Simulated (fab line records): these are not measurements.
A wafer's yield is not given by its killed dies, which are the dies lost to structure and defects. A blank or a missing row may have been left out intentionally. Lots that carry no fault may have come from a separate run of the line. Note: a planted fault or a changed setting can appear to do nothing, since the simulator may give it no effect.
8D (eight disciplines) problem report, filled in by code :: flow sky130 :: the parts of the form that need people (team, actions taken, sign-off) are left out

1. THE ISSUE
Across 6 wafers from 2 lots, SD_P_TW at SKY_SD_P_TW_MEAS_11 averages 30, while fault-free wafers read 2821 with a standard deviation of 17. So: -99 or more standard deviations from the usual mean.
The first sign was on wafer L714.2 at day 28 00:00, on film_metro-02. The record holds 36 wafers of 12 lots with a number at this step. The rule behind "out" and "out of limits": a value lying over 4 standard deviations away from the usual mean. Any other wafer with a number is counted as sound.

2. WHAT IT IS, WHAT IT ISN'T
question: which readings at this step
is: SD_P_TW
is not: -

question: which lots
is: L714, L715
is not: L708, L709, L713, L720, L721, L724, L725, L727, L729, L730

question: which wafers of those lots
is: all that have a number
is not: -

question: read on which gauges
is: film_metro-02, film_metro-03
is not: film_metro-04

question: when
is: from day 28 00:00
is not: up to then (9 sound wafers); but 21 sound wafers of L720, L721, L724, L725, L727, L729, L730 came after

3. THE SUSPECTS, EACH WITH WHAT RULES IT OUT
Counting: any tool at a process step up to the reading is kept as a suspect provided that every lot that is out went through it and no sound lot did after the first of them.
- ruled out: the gauge at SKY_SD_P_TW_MEAS_11. The wafers that are out were read on 2 gauges (film_metro-02, film_metro-03).
- litho_track-02 at SKY_SD_P_DEVELOP_06 (develop time 60 s): ruled out as a lasting fault. The sound lots L725, L727, L730 went through it after L714, its earliest lot that is out (day 27 23:28).
Left after counting: nothing in the record.

4. THE CAUSE (what the simulator had put in)
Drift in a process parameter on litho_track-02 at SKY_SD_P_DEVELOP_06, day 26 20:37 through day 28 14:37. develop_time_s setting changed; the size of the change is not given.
It was ruled out by counting, in error; the rule expects a fault to strike all lots run on its tool from its start on, and this fault did not.

5. THE EFFECT CHAIN, in route order
One row per reading whose mean, taken over the struck wafers that have a number, lies over 3 standard deviations from the usual. Only readings for which the record gives a usual standard deviation are gone through. hours: the time from each lot's start at the first step in this table that gives one to its start at this step, as a median over the lots. sigmas: the change in usual standard deviations.
hours: 0
step: SKY_SD_P_TW_MEAS_11
reading: SD_P_TW
usual: 2821
on struck wafers: 30
change: -2791
sigmas: -99 or more

hours: 469
step: SKY_PAD_OPEN_PROBE_99
reading: killed_at_front_end
usual: 15
on struck wafers: 412
change: +398
sigmas: +86

hours: 469
step: SKY_PAD_OPEN_PROBE_99
reading: killed_dies
usual: 87
on struck wafers: 492
change: +405
sigmas: +40

hours: 469
step: SKY_PAD_OPEN_PROBE_99
reading: killed_on_rim
usual: 17
on struck wafers: 96
change: +79
sigmas: +23
Here are the process steps it includes:
- SKY_PAD_OPEN_PROBE_99

6. HOW IT WOULD HAVE BEEN CAUGHT EARLIER
The first out-of-limits reading at a measuring or inspecting step in this record came at day 28 00:00, 27 hours after the fault's start at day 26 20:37.
